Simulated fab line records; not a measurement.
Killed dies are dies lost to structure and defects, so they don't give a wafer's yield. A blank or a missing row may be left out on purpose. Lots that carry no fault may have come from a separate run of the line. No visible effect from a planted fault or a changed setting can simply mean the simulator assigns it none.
A struck lot beside a sound one || flow sky130 || 16 out of 708 route steps
Sound: wafers L232.1, L232.5, L232.6. Struck: wafer L244.4 (L244.3, L244.5, from the same lot, were not struck and are left out); the cause is given at the end.
For every step that has rows: the tool of each side, followed by ch and its chambers, followed by its first start. Under that, the readings that differ: sound wafers || struck wafers || difference of the means || sigmas: that difference in standard deviations of wafers without a fault.
alike: readings whose means differ by less than 2 such deviations, and words and numbers that are the same on both sides. not compared: withheld readings, readings that some wafer has no value for, bounds like >300 that may hide the same value, and numbers for which the record gives no deviation and whose values overlap.
The two part at a step that has a row with sigmas, a row that says differs or no value, or rows on one side only. Numbers that don't overlap but have no deviation are shown without sigmas and don't part them. Lack of a reading on every wafer of one side parts them only where that side has two or more wafers.

SKY_VIA2_CMP_02: polishes SiO2.
  sound on cmp-02 ch 0,3, day 35 17:56; struck on cmp-01 ch 1, day 40 00:02
  alike: head pressure psi, motor current A
SKY_VIA2_BOW_MEAS_03:
  sound on film metro-03, day 35 18:11; struck on film metro-02, day 40 00:23
  alike: VIA2_BOW
then, 8 steps without rows for these wafers: SKY_VIA2_DEHYDRATE_04 (time 60 s); SKY_VIA2_HMDS_05 (prime time 60 s); SKY_VIA2_COAT_06 (resist thk 60 nm); SKY_VIA2_COAT_07 (resist thk 450 nm); SKY_VIA2_SOFTBAKE_08 (time 90 s); SKY_VIA2_EXPOSE_09 (exposes mask VIM2, target cd 200 nm); SKY_VIA2_PEB_10; SKY_VIA2_DEVELOP_11 (develop time 60 s).
SKY_VIA2_CD_MEAS_12: the cd target is 200 nm.
  sound on cd sem-01, day 36 20:55; struck on cd sem-02, day 41 00:52
  alike: cd nm
SKY_VIA2_OVL_MEAS_13:
  sound on overlay-01, day 36 21:02; struck on overlay-01, day 41 00:57
  alike: VIA2_OVL
SKY_VIA2_ETCH_14: etches BARC in N2/H2, stops on SiO2, time 45.9 s, target depth 60 nm.
  sound on rie diel-04 ch 0,2,3, day 36 21:04; struck on rie diel-04 ch 2, day 41 00:59
{"reading": "rf fwd power W (W)", "sound": "489.7 490.5 494.8", "struck": 575.5, "difference": "+83.8", "sigmas": "+35"}
{"reading": "model.KrF-thick_of_VIA2_COAT_07.thk nm (nm)", "sound": "395.1 392.7 392.6", "struck": 384, "difference": -9, "sigmas": ""}
  alike: drypump motor current A, oes product au, throttle valve pct
  not compared: rf hours counter h
SKY_VIA2_ETCH_15: etches SiO2 in C4F8/O2/Ar, stops on TiN, target depth 546 nm, time 84 s.
  sound on rie diel-04 ch 0,2,3, day 36 21:07; struck on rie diel-04 ch 2, day 41 01:01
{"reading": "oes product au (a.u.)", "sound": "0.931 0.939 0.931", "struck": 0.945, "difference": "+0.011", "sigmas": "+2"}
{"reading": "model.KrF-thick_of_VIA2_COAT_07.thk nm (nm)", "sound": "286 281.2 280.4", "struck": 272, "difference": -11, "sigmas": ""}
  alike: rf fwd power W
  not compared: rf hours counter h
SKY_VIA2_STRIP_16: strips in O2/N2.
  sound on plasma asher-02 ch 0,1, day 36 21:10; struck on plasma asher-03 ch 1, day 41 01:07
{"reading": "drypump motor current A (A)", "sound": "5.5 5.8 5.5", "struck": 6.6, "difference": "+1.0", "sigmas": "+2"}
{"reading": "oes product au (a.u.)", "sound": "0.408 0.401 0.392", "struck": 0.389, "difference": -0.011, "sigmas": -2}
{"reading": "strip time to endpoint s (s)", "sound": "4.05 4.02 4.01", "struck": 3.94, "difference": -0.09, "sigmas": -2}
  not compared: rf hours counter h
-- the record jumps here: 8 days lie between the struck wafers' starts before and after (it left off in module VIA2 and takes up again in module PAD_OPEN, whose first step shown is number 708 of the route) --
SKY_PAD_OPEN_PROBE_99:
  sound on prober-01, day 46 07:24; struck on prober-02, day 49 12:32
{"reading": "defect limited yield (%)", "sound": "81.3 81.3 78.7", "struck": 85.4, "difference": "+5.0", "sigmas": "+3"}
{"reading": "killed at contacts", "sound": "28 24 27", "struck": 16, "difference": -10, "sigmas": -2}
{"reading": "killed dies", "sound": "92 92 105", "struck": 72, "difference": -24, "sigmas": -3}
{"reading": "sort n pass", "sound": "400 400 387", "struck": 420, "difference": "+24", "sigmas": "+3"}
{"reading": "sort yield pct (%)", "sound": "81.3 81.3 78.7", "struck": 85.4, "difference": "+5.0", "sigmas": "+3"}
  alike: killed_at_M0_to_M3, killed_at_M4_up, killed at front end, killed at other, killed open, killed short, sort_bin_3_pad_short, sort_bin_5_function, sort_bin_6_memory

WHERE THEY PART
Last at SKY_PAD_OPEN_PROBE_99 as far as this record goes, first at SKY_VIA2_ETCH_14.

WHY: the cause the simulator had injected
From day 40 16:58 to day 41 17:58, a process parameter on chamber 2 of rie diel-04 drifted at SKY_VIA2_ETCH_14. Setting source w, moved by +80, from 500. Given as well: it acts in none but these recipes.
